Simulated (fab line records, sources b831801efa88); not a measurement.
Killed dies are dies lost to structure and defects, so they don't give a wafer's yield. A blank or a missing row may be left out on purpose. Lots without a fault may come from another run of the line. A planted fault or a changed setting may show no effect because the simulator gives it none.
fab line records | flow gf180mcu
record lots=13 wafers=39 last_day=34
route steps=602 shown SAB@275 SALICIDE@281 CONTACT@292 M1@329
lots that met no fault: from a run of the same line without faults
start_h: hours from the record's first day to the start of the lot's first wafer shown | wait_h: hours since the lot's step before | " the same as in the row above | L1.1+2: a row that stands for several wafers | - no value, or no start given | * or withheld: withheld | < > ~ a bound
route shown NAME@n: a module of which the file shows steps, and the number in the route of the first | usual: mean/standard deviation of fault-free wafers | same: alike in all rows | chamber/n: place in a boat | sites: the reading at each site | _std_site: their standard deviation | _edge_site: outer sites' mean less inner sites' | radius_mm: how far each site lies from the wafer's centre | mask NAME#n: copy n | behind: the tool/chamber that last shaped the wafer | hold: why the lot was held/for how many hours/how that ended | device: the transistor (n, p or np) that didn't switch | end of line: the same wafers' tests at the end of the route | a step without rows: its recipe alone | killed: dies lost to structure and defects at the first sort, not the wafer's yield | map: a wafer's dies, x killed, . not, _ none there
set.NAME: the setting as run; set.NAME@STEP: as run at that earlier step | model.NAME: the simulator's own value behind a step, which no gauge read
steps of the route over a sample of lots; a table a step, a row a wafer
services: from which hour (start_h, from the record's first day; less than 0 if before it) a tool's chamber was out of use, for how many hours, and why
## steps
# step GF_SAB_ETCH_11
# recipe chemistry=C4F8/O2/Ar mask_material=NOVOLAK target=SiO2 target_depth_nm=55 source_w=1500 bias_w=1200 pressure_mtorr=40 c4f8_flow_sccm=withheld O2_flow_sccm=6 Ar_flow_sccm=300 time_s=8.5
# usual bias_w=1200/3.6 oes_product_au=1.001/0.0089
# same time_s=8.5
# columns lot.wafer tool chamber start_h wait_h bias_w oes_product_au rf_hours_counter_h
L386.1 rie_diel-03 3 338.16 0.0 1194 1.011 9
L386.3 " 2 " " 1204 1.015 6
L386.5 " 1 " " 1201 1.003 -
L387.2 rie_diel-01 3 347.98 0.0 1198 0.987 42
L387.4 " 3 " " 1201 0.990 -
L387.5 " 0 " " 1199 0.999 -
L389.1 rie_diel-02 2 359.48 0.0 1202 0.981 6
L389.3 " 0 " " 1194 0.982 102
L389.5 " 0 " " 1198 0.985 -
L390.2 rie_diel-01 2 375.08 0.0 1197 0.995 52
L390.3 " 0 " " 1196 0.993 16
L390.6 " 3 " " 1202 0.994 -
L391.3 rie_diel-01 2 382.18 0.0 1188 0.996 53
L391.5 " 2 " " 1189 0.996 -
L391.6 " 0 " " 1202 0.998 -
L393.1 rie_diel-01 2 397.63 0.0 1205 1.001 53
L393.2 " 3 " " 1205 0.996 44
L393.4 " 2 " " 1203 1.007 -
L394.2 rie_diel-03 1 407.97 0.0 1202 1.015 18
L394.5 " 1 " " 1204 1.003 -
L394.6 " 2 " " 1201 1.013 -
L396.2 rie_diel-01 2 427.18 0.0 1203 1.003 54
L396.5 " 1 " " 1200 0.999 -
L396.6 " 2 " " 1196 1.008 -
L405.1 rie_diel-01 0 501.17 0.0 1199 0.999 19
L405.3 " 2 " " 1196 1.002 56
L405.6 " 1 " " 1199 1.002 -
L406.2 rie_diel-03 1 511.32 0.0 1202 1.012 21
L406.4 " 2 " " 1203 1.008 11
L406.5 " 3 " " 1200 1.002 -
L407.2 rie_diel-01 3 516.28 0.0 1205 0.995 47
L407.3 " 2 " " 1199 1.003 -
L407.4 " 3 " " 1200 0.996 -
L408.2 rie_diel-03 3 525.07 0.0 1201 0.992 14
L408.3 " 2 " " 1203 1.021 11
L408.4 " 0 " " 1200 1.013 52
L409.4 rie_diel-02 2 529.80 0.0 1201 0.990 -
L409.5 " 1 " " 1197 1.010 -
L409.6 " 0 " " 1198 0.984 -
# step GF_SALICIDE_SPUTTER_03
# recipe material=TiN target_thk_nm=20 power_w=6615 time_s=16.7 chamber_pressure_pa=0.4
# usual throttle_valve_pct=29.7/1.2
# columns lot.wafer tool chamber start_h wait_h throttle_valve_pct
L386.1 pvd_sputter-03 - 338.54 0.0 31.0
L386.3 " - " " 28.9
L386.5 " - " " 28.9
L387.2 pvd_sputter-02 - 348.37 0.0 30.2
L387.4 " - " " 30.4
L387.5 " - " " 30.2
L389.1 pvd_sputter-03 - 359.85 0.0 30.8
L389.3 " - " " 28.5
L389.5 " - " " 31.0
L390.2 pvd_sputter-02 - 375.45 0.0 30.6
L390.3 " - " " 29.9
L390.6 " - " " 29.9
L391.3 pvd_sputter-04 - 382.58 0.0 30.8
L391.5 " - " " 29.3
L391.6 " - " " 27.1
L393.1 pvd_sputter-04 - 398.04 0.0 30.6
L393.2 " - " " 29.7
L393.4 " - " " 26.8
L394.2 pvd_sputter-04 - 408.38 0.0 30.6
L394.5 " - " " 27.4
L394.6 " - " " 30.6
L396.2 pvd_sputter-04 - 427.55 0.0 29.6
L396.5 " - " " 30.5
L396.6 " - " " 29.7
L405.1 pvd_sputter-03 - 501.54 0.0 31.3
L405.3 " - " " 29.3
L405.6 " - " " 28.6
L406.2 pvd_sputter-04 - 511.70 0.0 30.7
L406.4 " - " " 30.0
L406.5 " - " " 27.1
L407.2 pvd_sputter-04 - 516.67 0.0 30.4
L407.3 " - " " 27.3
L407.4 " - " " 30.6
L408.2 pvd_sputter-04 - 525.44 0.0 30.6
L408.3 " - " " 27.3
L408.4 " - " " 29.4
L409.4 pvd_sputter-02 - 530.16 0.0 30.3
L409.5 " - " " 29.8
L409.6 " - " " 30.2
# step GF_SALICIDE_THK_MEAS_05
# recipe thk_meas_gauge=xrf reads=TiN_of_SALICIDE_SPUTTER_03
# usual SALICIDE_TIN_THK=20.22/0.27
# columns lot.wafer tool chamber start_h wait_h hold SALICIDE_TIN_THK[nm]
L386.1 film_metro-01 - 338.69 0.1 - 19.80
L386.3 " - " " - 19.63
L386.5 " - " " - 19.74
L387.2 film_metro-04 - 348.53 0.1 - 20.01
L387.4 " - " " - 19.65
L387.5 " - " " - 19.68
L389.1 film_metro-01 - 359.99 0.1 - 20.23
L389.3 " - " " - 20.04
L389.5 " - " " - 19.94
L390.2 film_metro-03 - 375.61 0.1 - 19.98
L390.3 " - " " - 20.27
L390.6 " - " " - 20.48
L391.3 film_metro-01 - 382.75 0.1 - 20.48
L391.5 " - " " - 20.29
L391.6 " - " " - 20.31
L393.1 film_metro-04 - 398.18 0.1 - 20.23
L393.2 " - " " - 20.45
L393.4 " - " " - 20.14
L394.2 film_metro-03 - 408.53 0.1 await_dispo/0.2h/release 21.56
L394.5 " - " " await_dispo/0.2h/release 20.11
L394.6 " - " " await_dispo/0.2h/release 20.05
L394.2 film_metro-03 - 408.76 0.2 - 21.59
L394.5 " - " " - 19.94
L394.6 " - " " - 20.10
L396.2 film_metro-01 - 427.71 0.1 await_dispo/0.2h/release 20.58
L396.5 " - " " await_dispo/0.2h/release 21.52
L396.6 " - " " await_dispo/0.2h/release 20.56
L396.2 film_metro-01 - 427.93 0.2 - 20.62
L396.5 " - " " - 21.62
L396.6 " - " " - 20.48
L405.1 film_metro-03 - 501.69 0.1 - 20.16
L405.3 " - " " - 20.12
L405.6 " - " " - 20.47
L406.2 film_metro-01 - 511.86 0.1 - 20.17
L406.4 " - " " - 20.33
L406.5 " - " " - 19.84
L407.2 film_metro-03 - 516.82 0.1 - 20.33
L407.3 " - " " - 19.99
L407.4 " - " " - 20.15
L408.2 film_metro-01 - 525.59 0.1 - 20.60
L408.3 " - " " - 20.19
L408.4 " - " " - 20.49
L409.4 film_metro-04 - 530.33 0.1 - 20.38
L409.5 " - " " - 20.46
L409.6 " - " " - 20.10
# step GF_CONTACT_BOW_MEAS_05
# recipe mode=bow
# usual CONTACT_BOW=66/6.8
# columns lot.wafer tool chamber start_h wait_h CONTACT_BOW[um]
L386.1 film_metro-01 - 339.59 0.1 77
L386.3 " - " " 67
L386.5 " - " " 66
L387.2 film_metro-03 - 349.48 0.3 63
L387.4 " - " " 77
L387.5 " - " " 75
L389.1 film_metro-01 - 360.88 0.2 64
L389.3 " - " " 70
L389.5 " - " " 52
L390.2 film_metro-01 - 376.50 0.2 62
L390.3 " - " " 73
L390.6 " - " " 67
L391.3 film_metro-01 - 383.66 0.2 53
L391.5 " - " " 50
L391.6 " - " " 64
L393.1 film_metro-01 - 399.07 0.1 68
L393.2 " - " " 57
L393.4 " - " " 72
L394.2 film_metro-02 - 410.52 0.4 69
L394.5 " - " " 76
L394.6 " - " " 77
L396.2 film_metro-01 - 435.19 0.2 58
L396.5 " - " " 66
L396.6 " - " " 72
L405.1 film_metro-03 - 502.58 0.1 59
L405.3 " - " " 74
L405.6 " - " " 59
L406.2 film_metro-02 - 512.76 0.2 70
L406.4 " - " " 75
L406.5 " - " " 67
L407.2 film_metro-03 - 517.73 0.2 67
L407.3 " - " " 55
L407.4 " - " " 54
L408.2 film_metro-01 - 526.49 0.1 63
L408.3 " - " " 71
L408.4 " - " " 71
L409.4 film_metro-02 - 531.25 0.3 75
L409.5 " - " " 64
L409.6 " - " " 59
# step GF_M1_CD_MEAS_14
# recipe target_cd_nm=230
# usual cd_nm=230.0/1
# columns lot.wafer tool chamber start_h wait_h cd_nm
L386.1 cd_sem-01 - 385.22 0.1 228.6
L386.3 " - " " 228.9
L386.5 " - " " 227.9
L387.2 cd_sem-02 - 395.55 0.1 229.2
L387.4 " - " " 230.3
L387.5 " - " " 227.0
L389.1 cd_sem-01 - 408.18 0.1 229.5
L389.3 " - " " 229.2
L389.5 " - " " 229.7
L390.2 cd_sem-02 - 425.02 0.1 229.3
L390.3 " - " " 227.6
L390.6 " - " " 228.5
L391.3 cd_sem-02 - 432.41 0.1 231.7
L391.5 " - " " 230.8
L391.6 " - " " 229.4
L393.1 cd_sem-02 - 448.57 0.1 230.1
L393.2 " - " " 229.9
L393.4 " - " " 232.1
L394.2 cd_sem-01 - 458.89 0.1 228.8
L394.5 " - " " 229.5
L394.6 " - " " 230.0
L396.2 cd_sem-02 - 478.79 0.1 231.8
L396.5 " - " " 231.7
L396.6 " - " " 232.2
L405.1 cd_sem-02 - 550.17 0.1 229.3
L405.3 " - " " 230.8
L405.6 " - " " 230.0
L406.2 cd_sem-02 - 559.77 0.1 231.8
L406.4 " - " " 230.3
L406.5 " - " " 231.7
L407.2 cd_sem-01 - 565.14 0.1 230.8
L407.3 " - " " 231.0
L407.4 " - " " 230.8
L408.2 cd_sem-02 - 573.22 0.1 228.8
L408.3 " - " " 229.7
L408.4 " - " " 229.8
L409.4 cd_sem-02 - 577.86 0.1 227.9
L409.5 " - " " 229.3
L409.6 " - " " 229.8
## services
# columns tool chamber start_h hours kind
pvd_sputter-03 2 316.18 - consumable_replace:kit
pvd_sputter-03 2 316.18 18.0 scheduled_down
pvd_sputter-02 - 328.95 5.5 repair
rie_diel-03 0 333.28 2.7 repair
rie_diel-01 2 347.06 8.0 repair
rie_diel-01 1 351.98 9.0 repair
rie_diel-01 1 380.77 17.3 repair
pvd_sputter-02 - 401.15 5.3 repair
rie_diel-01 3 407.40 3.6 repair
pvd_sputter-03 - 417.67 23.2 repair
rie_diel-01 2 444.19 3.7 repair
pvd_sputter-04 1 455.98 - consumable_replace:kit
pvd_sputter-04 1 455.98 18.0 scheduled_down
pvd_sputter-04 1 455.98 18.0 vent_cycle
rie_diel-03 3 458.28 6.6 repair
pvd_sputter-03 - 458.79 3.7 repair
pvd_sputter-03 - 460.62 4.5 repair
rie_diel-03 - 463.13 14.6 pm
rie_diel-02 - 473.14 15.6 pm
rie_diel-02 3 488.89 6.3 repair
rie_diel-01 2 501.54 3.5 repair
rie_diel-01 1 508.60 9.1 repair
rie_diel-01 - 512.23 2.8 pm
rie_diel-01 - 522.49 28.1 pm
## key
first_sign step=GF_SALICIDE_THK_MEAS_05 reading=visit direction=added
effect step=GF_SALICIDE_THK_MEAS_05 reading=SALICIDE_TIN_THK direction=up sigmas=4.8 usual=20.22 struck=21.54
met_at GF_SALICIDE_SPUTTER_03
struck_lots L394,L396
struck_wafers L394.2,L396.5
tester_left_out L394,L396
not_acting_at GF_SAB_ETCH_11,GF_CONTACT_BOW_MEAS_05,GF_M1_CD_MEAS_14
fault kind=process_parameter_drift tool=pvd_sputter-04 chamber=- onset_h=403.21 steps=GF_SALICIDE_SPUTTER_03 channel=target_thk_nm offset=1.2157 shape=step end_h=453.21 acts_in=these_recipes_only stated=20 scope=struck_wafers_only
# tester_left_out: of these lots the tester's yield and bins aren't shown, on N5 and GAA mostly nor the transistor test; their killed dies are dies lost to structure and defects alone, not to doping, threshold or leakage, so they don't give the yield
